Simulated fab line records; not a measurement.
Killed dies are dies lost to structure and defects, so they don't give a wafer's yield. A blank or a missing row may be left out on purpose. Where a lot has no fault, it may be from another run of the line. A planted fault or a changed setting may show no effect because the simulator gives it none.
The tool behind it: which one? / flow gf180mcu / 13 lots with 39 wafers sampled at 6 steps, on a route of 602 steps

== WHAT THE GAUGES READ, wafer by wafer ==
GF_POLY_GATE_THK_MEAS_01. Usual: POLY_GATE_CVD_00_THK gives 200.2 nm (standard deviation 1.8).
lot=L635; measured=day 8 11:38; on=film_metro-01; POLY_GATE_CVD_00_THK (nm)=201.7 202.2 200.6; flag=
lot=L636; measured=day 8 17:32; on=film_metro-03; POLY_GATE_CVD_00_THK (nm)=198.6 200.2 198.0; flag=
lot=L637; measured=day 9 00:38; on=film_metro-03; POLY_GATE_CVD_00_THK (nm)=201.1 204.3 203.7; flag=
lot=L640; measured=day 9 21:22; on=film_metro-01; POLY_GATE_CVD_00_THK (nm)=202.0 201.9 200.4; flag=
lot=L641; measured=day 10 05:44; on=film_metro-03; POLY_GATE_CVD_00_THK (nm)=200.4 201.6 200.1; flag=
lot=L642; measured=day 10 13:38; on=film_metro-04; POLY_GATE_CVD_00_THK (nm)=199.8 200.9 200.8; flag=
lot=L643; measured=day 10 20:16; on=film_metro-01; POLY_GATE_CVD_00_THK (nm)=199.3 201.3 198.8; flag=
lot=L645; measured=day 11 09:14; on=film_metro-03; POLY_GATE_CVD_00_THK (nm)=201.9 201.6 201.3; flag=
lot=L646; measured=day 11 12:12; on=film_metro-03; POLY_GATE_CVD_00_THK (nm)=197.8 196.3 197.2; flag=
lot=L655; measured=day 14 09:10; on=film_metro-04; POLY_GATE_CVD_00_THK (nm)=197.7 198.1 197.1; flag=
lot=L656; measured=day 14 20:10; on=film_metro-04; POLY_GATE_CVD_00_THK (nm)=200.5 198.5 198.5; flag=
lot=L657; measured=day 14 21:18; on=film_metro-04; POLY_GATE_CVD_00_THK (nm)=200.0 202.1 199.3; flag=
lot=L658; measured=day 15 02:44; on=film_metro-01; POLY_GATE_CVD_00_THK (nm)=198.5 198.8 200.6; flag=

GF_POLY_GATE_THK_MEAS_17. Usual: POLY_GATE_OXIDATION_THK gives 3.98 nm (standard deviation 0.089).
lot=L635; measured=day 9 05:46; on=film_metro-04; POLY_GATE_OXIDATION_THK (nm)=4.06 4.12 4.19; flag=
lot=L636; measured=day 9 12:26; on=film_metro-03; POLY_GATE_OXIDATION_THK (nm)=3.93 3.77 3.93; flag=
lot=L637; measured=day 9 20:46; on=film_metro-04; POLY_GATE_OXIDATION_THK (nm)=4.05 4.06 3.95; flag=
lot=L640; measured=day 10 16:54; on=film_metro-03; POLY_GATE_OXIDATION_THK (nm)=3.97 4.12 4.09; flag=
lot=L641; measured=day 11 02:10; on=film_metro-04; POLY_GATE_OXIDATION_THK (nm)=4.06 4.08 4.12; flag=
lot=L642; measured=day 11 10:01; on=film_metro-03; POLY_GATE_OXIDATION_THK (nm)=3.90 3.93 3.98; flag=
lot=L643; measured=day 11 17:22; on=film_metro-03; POLY_GATE_OXIDATION_THK (nm)=3.99 3.99 3.96; flag=
lot=L645; measured=day 12 06:16; on=film_metro-01; POLY_GATE_OXIDATION_THK (nm)=3.83 4.00 3.95; flag=
lot=L646; measured=day 12 09:15; on=film_metro-03; POLY_GATE_OXIDATION_THK (nm)=3.98 3.91 3.92; flag=
lot=L655; measured=day 15 07:50; on=film_metro-01; POLY_GATE_OXIDATION_THK (nm)=3.89 3.85 3.86; flag=
lot=L656; measured=day 15 19:49; on=film_metro-04; POLY_GATE_OXIDATION_THK (nm)=4.16 4.15 4.07; flag=
lot=L657; measured=day 15 21:04; on=film_metro-04; POLY_GATE_OXIDATION_THK (nm)=4.06 3.98 4.16; flag=
lot=L658; measured=day 16 02:31; on=film_metro-03; POLY_GATE_OXIDATION_THK (nm)=3.92 4.05 3.98; flag=

GF_POLY_GATE_CD_MEAS_18. Usual: cd_nm 279.1 nm, standard deviation 2.1.
lot=L635; measured=day 9 05:49; on=cd_sem-01; cd_nm (nm)=277.6 280.0 281.0; flag=
lot=L636; measured=day 9 12:29; on=cd_sem-01; cd_nm (nm)=281.0 276.1 281.5; flag=
lot=L637; measured=day 9 20:49; on=cd_sem-01; cd_nm (nm)=282.9 283.1 282.5; flag=
lot=L640; measured=day 10 16:59; on=cd_sem-02; cd_nm (nm)=278.9 275.1 278.1; flag=
lot=L641; measured=day 11 02:16; on=cd_sem-01; cd_nm (nm)=278.9 277.4 279.7; flag=
lot=L642; measured=day 11 10:08; on=cd_sem-02; cd_nm (nm)=278.2 276.5 279.9; flag=
lot=L643; measured=day 11 17:29; on=cd_sem-02; cd_nm (nm)=275.2 277.8 273.4; flag=
lot=L645; measured=day 12 06:19; on=cd_sem-02; cd_nm (nm)=278.8 279.4 281.8; flag=
lot=L646; measured=day 12 09:21; on=cd_sem-02; cd_nm (nm)=277.7 277.1 279.3; flag=
lot=L655; measured=day 15 07:57; on=cd_sem-01; cd_nm (nm)=276.0 276.7 273.8; flag=
lot=L656; measured=day 15 19:53; on=cd_sem-02; cd_nm (nm)=276.7 280.2 276.9; flag=
lot=L657; measured=day 15 21:08; on=cd_sem-02; cd_nm (nm)=281.5 277.3 281.9; flag=
lot=L658; measured=day 16 02:35; on=cd_sem-01; cd_nm (nm)=276.9 274.8 277.5; flag=

GF_NSD_CD_MEAS_07: target cd 400 nm. Usual: cd_nm 400.3 nm, standard deviation 2.2.
lot=L635; measured=day 13 05:45; on=cd_sem-01; cd_nm (nm)=395.6 395.9 397.2; flag=
lot=L636; measured=day 13 18:11; on=cd_sem-02; cd_nm (nm)=397.7 398.1 400.3; flag=
lot=L637; measured=day 14 00:40; on=cd_sem-02; cd_nm (nm)=401.2 398.3 398.3; flag=
lot=L640; measured=day 15 02:45; on=cd_sem-01; cd_nm (nm)=400.6 399.0 399.3; flag=
lot=L641; measured=day 15 10:46; on=cd_sem-01; cd_nm (nm)=398.8 399.9 399.4; flag=
lot=L642; measured=day 15 21:02; on=cd_sem-01; cd_nm (nm)=400.6 400.9 402.3; flag=
lot=L643; measured=day 16 01:45; on=cd_sem-01; cd_nm (nm)=398.2 397.9 398.4; flag=
lot=L645; measured=day 16 19:14; on=cd_sem-02; cd_nm (nm)=- - -; flag=OFF
lot=L646; measured=day 16 21:38; on=cd_sem-01; cd_nm (nm)=397.9 399.2 400.4; flag=
lot=L655; measured=day 20 07:05; on=cd_sem-02; cd_nm (nm)=403.6 403.5 401.7; flag=
lot=L656; measured=day 20 21:55; on=cd_sem-02; cd_nm (nm)=397.7 397.4 397.0; flag=
lot=L657; measured=day 20 23:17; on=cd_sem-02; cd_nm (nm)=399.4 397.0 399.5; flag=
lot=L658; measured=day 21 04:20; on=cd_sem-02; cd_nm (nm)=405.2 406.2 405.0; flag=

GF_NSD_TW_MEAS_12. Usual: NSD_TW gives 4272 (standard deviation 25).
lot=L635; measured=day 13 06:19; on=film_metro-04; NSD_TW=4277 4293 4295; flag=
lot=L636; measured=day 13 18:44; on=film_metro-01; NSD_TW=4278 4313 4290; flag=
lot=L637; measured=day 14 01:13; on=film_metro-04; NSD_TW=4333 4299 4294; flag=
lot=L640; measured=day 15 03:17; on=film_metro-04; NSD_TW=4296 4330 4303; flag=
lot=L641; measured=day 15 11:18; on=film_metro-01; NSD_TW=4256 4245 4234; flag=
lot=L642; measured=day 15 21:34; on=film_metro-01; NSD_TW=4241 4264 4264; flag=
lot=L643; measured=day 16 02:19; on=film_metro-01; NSD_TW=4251 4242 4278; flag=
lot=L645; measured=day 16 19:47; on=film_metro-02; NSD_TW=30 30 30; flag=OFF
lot=L646; measured=day 16 22:16; on=film_metro-02; NSD_TW=4244 4244 4243; flag=
lot=L655; measured=day 20 07:44; on=film_metro-02; NSD_TW=4261 4267 4274; flag=
lot=L656; measured=day 20 22:28; on=film_metro-02; NSD_TW=4265 4288 4266; flag=
lot=L657; measured=day 20 23:50; on=film_metro-01; NSD_TW=4278 4274 4271; flag=
lot=L658; measured=day 21 04:53; on=film_metro-04; NSD_TW=4321 4316 4313; flag=

== WHICH TOOL RAN EACH LOT (tool, then ch and the chambers of the sampled wafers, then the start) ==
lot=L635; GF_NSD_EXPOSE_04=iline_stepper-02 ch 0, day 12 20:35
lot=L636; GF_NSD_EXPOSE_04=iline_stepper-02 ch 0, day 13 07:40
lot=L637; GF_NSD_EXPOSE_04=iline_stepper-01 ch 0, day 13 14:51
lot=L640; GF_NSD_EXPOSE_04=iline_stepper-02 ch 0, day 14 16:15
lot=L641; GF_NSD_EXPOSE_04=iline_stepper-02 ch 0, day 15 00:06
lot=L642; GF_NSD_EXPOSE_04=iline_stepper-02 ch 0, day 15 10:29
lot=L643; GF_NSD_EXPOSE_04=iline_stepper-02 ch 0, day 15 15:56
lot=L645; GF_NSD_EXPOSE_04=iline_stepper-01 ch 0, day 16 08:17
lot=L646; GF_NSD_EXPOSE_04=iline_stepper-02 ch 0, day 16 11:04
lot=L655; GF_NSD_EXPOSE_04=iline_stepper-02 ch 0, day 19 19:20
lot=L656; GF_NSD_EXPOSE_04=iline_stepper-01 ch 0, day 20 09:11
lot=L657; GF_NSD_EXPOSE_04=iline_stepper-01 ch 0, day 20 11:11
lot=L658; GF_NSD_EXPOSE_04=iline_stepper-01 ch 0, day 20 16:59
- GF_NSD_EXPOSE_04: exposes mask Nplus, target cd 400 nm.

== WHAT THE TOOLS THEMSELVES READ (means of the sampled wafers that have a number; where no wafer has one, the mark that the record gives instead) ==
The record holds no such reading with a usual standard deviation.

== THE ANSWER, worked out from the rows above alone ==
Rule: lot off if the mean of its wafers having a number is beyond 3 standard deviations from the usual mean. A lot without any number at a reading at which 4 lots or more have one is off too. The other lots that the step has rows for count as sound. After the gauges, taken in route order, come the tools' own readings; for these a lot's mean is taken, as printed above. At the first step where some lot is off, the reading lying furthest off is the one used; lots without a number count as furthest.
Off, at GF_NSD_CD_MEAS_07 on cd_nm: L645. Without a number there: L645.
A tool fits if, at a process step before that reading, it ran every lot that is off, and no sound lot after the first of them. The gauges at GF_NSD_CD_MEAS_07 aren't tried: what is off there is off at GF_NSD_TW_MEAS_12 too, on other tools, and a gauge's error can't cause that. No candidate that was tried fits.

== WHAT HAD BEEN PUT IN BY THE SIMULATOR ==
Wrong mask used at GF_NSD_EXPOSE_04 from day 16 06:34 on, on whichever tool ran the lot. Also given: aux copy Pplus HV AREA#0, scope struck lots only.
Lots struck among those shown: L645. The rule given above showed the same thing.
